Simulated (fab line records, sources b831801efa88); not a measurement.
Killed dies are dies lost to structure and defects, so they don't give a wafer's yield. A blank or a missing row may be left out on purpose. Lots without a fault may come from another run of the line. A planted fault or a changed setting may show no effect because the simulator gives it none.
Chamber matching | flow sky130 | SKY_CONTACT_CMP_04 on cmp-01: 4 sister chambers
The step polishes SiO2. 8 wafers are shown with their chamber, then 10 later ones without.

WAFERS WITH THEIR CHAMBER
wafer  | chamber | motor_current_A (A) | time_to_endpoint_s (s)
L350.3 | 1       | 14.1                | 91
L366.5 | 2       | 12.6                | 76
L366.6 | 3       | 12.9                | 76
L368.1 | 1       | 14.0                | 83
L368.2 | 0       | 14.2                | 79
L368.4 | 2       | 12.2                | 81
L367.1 | 0       | 13.9                | 79
L367.4 | 3       | 12.6                | 74

WAFERS WITHOUT THEIR CHAMBER
wafer  | motor_current_A (A) | time_to_endpoint_s (s)
L367.5 | 14.3                | 77
L369.1 | 12.2                | 87
L369.4 | 14.1                | 95
L369.5 | 14.6                | 95
L371.1 | 13.5                | 91
L371.4 | 13.9                | 89
L371.5 | 14.3                | 89
L370.2 | 14.3                | 88
L370.5 | 14.4                | 80
L370.6 | 14.1                | 86

WHICH CHAMBER EACH WENT THROUGH
wafer  | from the rows above     | in truth
L367.5 | can't be placed: 0 or 1 | 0
L369.1 | can't be placed: 2 or 3 | 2
L369.4 | 1                       | 1
L369.5 | can't be placed: 1 or 0 | 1
L371.1 | can't be placed: 1 or 0 | 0
L371.4 | 1                       | 1
L371.5 | can't be placed: 1 or 0 | 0
L370.2 | can't be placed: 1 or 0 | 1
L370.5 | can't be placed: 0 or 1 | 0
L370.6 | can't be placed: 1 or 0 | 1
Placed correctly: 2 of 10. Can't be placed from these rows: 8 (the true chamber is among the candidates in 8). Placed wrongly: 0.
How it was worked out, from the rows above alone: a wafer's distance from a chamber is the root of the sum, over the readings, of the square of ((its reading less the chamber's mean) divided by the reading's scatter). The wafer belongs to the nearest chamber; if the next one is less than 2 further off, it can't be placed. A chamber's mean is the mean of its shown wafers. The scatter: the root of (the sum of the squares of (reading less its chamber's mean) over the shown wafers, divided by (wafers less chambers)).
